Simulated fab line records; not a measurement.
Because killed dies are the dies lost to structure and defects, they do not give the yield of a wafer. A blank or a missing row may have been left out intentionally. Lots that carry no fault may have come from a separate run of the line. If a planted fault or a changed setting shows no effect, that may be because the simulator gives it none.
Problem report in the 8D (eight disciplines) form, filled by code -- flow sky130 -- the parts of the form that need people (team, actions taken, sign-off) are left out

== 1. THE PROBLEM ==
LI_CONTACT_HDPCVD_THK at SKY_LI_CONTACT_THK_MEAS_01 reads a mean of 769 nm on 4 wafers of 3 lots; wafers without a fault read 930 nm with a standard deviation of 8.5. Relative to the usual mean, that is a shift of -19 standard deviations.
First observed at day 36 00:37: wafer L326.2, on film_metro-04. The record has a number at this step for 36 wafers belonging to 12 lots. Rule for "out", or "out of limits": more than 4 standard deviations from the usual mean. The other wafers with a number count as sound.

== 2. WHAT IT IS, AND WHAT IT ISN'T ==
question,is,is not
which readings at this step,LI_CONTACT_HDPCVD_THK,-
which lots,"L326, L331, L332","L315, L317, L324, L325, L327, L329, L333, L334, L335"
which wafers of those lots,"L326.2, L326.6, L331.5, L332.6","L326.4, L331.1, L331.6, L332.4, L332.5"
read on which gauges,film_metro-04,"film_metro-02, film_metro-03"
when,from day 36 00:37,"up to then (22 sound wafers); but 10 sound wafers of L331, L332, L333, L335 came after"

== 3. THE SUSPECTS, EACH WITH WHAT RULES IT OUT ==
Counting: a tool at a process step up to the reading stays a suspect if it ran every lot that is out. Sound lots after the first of them don't rule it out here, since some wafers of a struck lot are sound.
- the gauge at SKY_LI_CONTACT_THK_MEAS_01 has been ruled out. All the wafers that are out were read on film_metro-04, but those of them that SKY_LI_CONTACT_ETCH_15 has rows for are out there too, on other tools.
- hdpcvd-01 at SKY_LI_CONTACT_HDPCVD_00 (deposits PSG, target thk 930 nm, time 155 s): kept. It processed each lot that is out (first: L326, day 36 00:30); up to then, its last sound lot is L329 (day 35 23:24).
The count leaves hdpcvd-01 at SKY_LI_CONTACT_HDPCVD_00.

== 4. THE CAUSE (what the simulator had put in) ==
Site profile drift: hdpcvd-01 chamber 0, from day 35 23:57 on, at SKY_LI_CONTACT_HDPCVD_00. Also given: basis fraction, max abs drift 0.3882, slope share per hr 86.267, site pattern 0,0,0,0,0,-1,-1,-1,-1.
Counting left only this tool.

== 5. THE EFFECT CHAIN, in route order ==
Each row: a reading where the mean over the struck wafers with a number is more than 3 standard deviations away from the usual. Only readings for which the record gives a usual standard deviation are gone through. hours: the time from each lot's start at the first step in this table that gives one to its start at this step, as a median over the lots. sigmas: the change in usual standard deviations.
hours,step,reading,usual,on struck wafers,change,sigmas
0,SKY_LI_CONTACT_THK_MEAS_01,LI_CONTACT_HDPCVD_THK,930 nm,769,-161,-19
27,SKY_LI_CONTACT_ETCH_15,oes_product_au,0.837 a.u.,0.713,-0.124,-29
The process steps in it:
- SKY_LI_CONTACT_ETCH_15: etches PSG in C4F8/O2/Ar, stops on Si, target depth 600 nm.
At these later measuring or inspecting steps, every struck wafer for which the step has a row has a number for every such reading, and none has moved that far: SKY_LI_CONTACT_BOW_MEAS_03.

== 6. WHAT WOULD HAVE CAUGHT IT SOONER ==
In this record the first reading out of limits at a measuring or inspecting step was taken at day 36 00:37, 1 hour after the fault began at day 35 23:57.
Lots out: 3; of these, L332, L331 started SKY_LI_CONTACT_HDPCVD_00 on hdpcvd-01 after day 36 00:37. A hold on the tool at that time would have spared those 2.
